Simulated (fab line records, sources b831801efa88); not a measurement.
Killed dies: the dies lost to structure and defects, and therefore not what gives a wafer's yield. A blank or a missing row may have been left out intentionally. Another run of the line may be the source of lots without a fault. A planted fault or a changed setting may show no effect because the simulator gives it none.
Problem report, 8D (eight disciplines) form, completed by code + flow sky130 + the parts of the form that need people (team, actions taken, sign-off) are left out

== 1. THE ISSUE ==
At SKY_LDD_LDN_SOFTBAKE_03, heater power total W averages 61.27 W over 6 wafers from 2 lots, while fault-free wafers read 56.59 W, standard deviation 0.044. So: +99 or more standard deviations from the usual mean.
The step: time 60 s.
The first sign was on wafer L693.1 at day 27 02:53, on litho track-02. The record holds 39 wafers of 13 lots with a number at this step. Rule for "out", or "out of limits": more than 4 standard deviations from the usual mean. The rest of the wafers with a number are treated as sound.

== 2. WHAT IT IS; WHAT IT IS NOT ==
| question                    | is                                 | is not                                                                                 |
|-----------------------------|------------------------------------|----------------------------------------------------------------------------------------|
| which readings at this step | heater power total W, run length s | -                                                                                      |
| which lots                  | L693, L695                         | L682, L684, L685, L687, L688, L689, L690, L696, L700, L701, L702                       |
| which wafers of those lots  | all that have a number             | -                                                                                      |
| read on which tools         | litho track-02                     | litho track-01, litho track-04                                                         |
| when                        | from day 27 02:53                  | up to then (21 sound wafers); but 12 sound wafers of L696, L700, L701, L702 came after |

== 3. WHAT RULES OUT EACH SUSPECT ==
Counting: a tool stays on the suspect list if, at a process step up to the reading, it processed all lots that are out and no sound lot following the first of them.
- litho track-02 at SKY_LDD_LDN_SOFTBAKE_03 (time 60 s): kept. All lots that are out passed through it, beginning with L693 at day 27 02:53, and no sound lot followed; its final sound lot before that point was L688 at day 25 00:25. Out on those wafers are its own readings of heater power total W, run length s.
After counting, what remains is litho track-02 at SKY_LDD_LDN_SOFTBAKE_03.

== 4. THE CAUSE (what the simulator had put in) ==
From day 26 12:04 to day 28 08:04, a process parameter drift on litho track-02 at SKY_LDD_LDN_SOFTBAKE_03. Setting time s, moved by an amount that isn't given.
Counting left only this tool.

== 5. THE EFFECT CHAIN, in route order ==
Rows list readings where the struck wafers' mean (over those with a number) sits beyond 3 standard deviations from the usual. Readings are gone through only where the record gives a usual standard deviation; hours: the median, over the lots, of the time from a lot's start at the first step in this table giving one to that lot's start at this step; sigmas: the change measured in usual standard deviations.
| hours | step                    | reading              | usual   | on struck wafers | change | sigmas      |
|-------|-------------------------|----------------------|---------|------------------|--------|-------------|
| 0     | SKY_LDD_LDN_SOFTBAKE_03 | heater power total W | 56.59 W | 61.27            | +4.68  | +99 or more |
| 0     | SKY_LDD_LDN_SOFTBAKE_03 | run length s         | 89.2 s  | 75.8             | -13.4  | -37         |
Its process steps:
- SKY_LDD_LDN_SOFTBAKE_03: time 60 s.

== 6. WHAT WOULD HAVE CAUGHT IT SOONER ==
15 hours passed between the start of the fault at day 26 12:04 and the first reading out of limits in this record, taken at day 27 02:53.
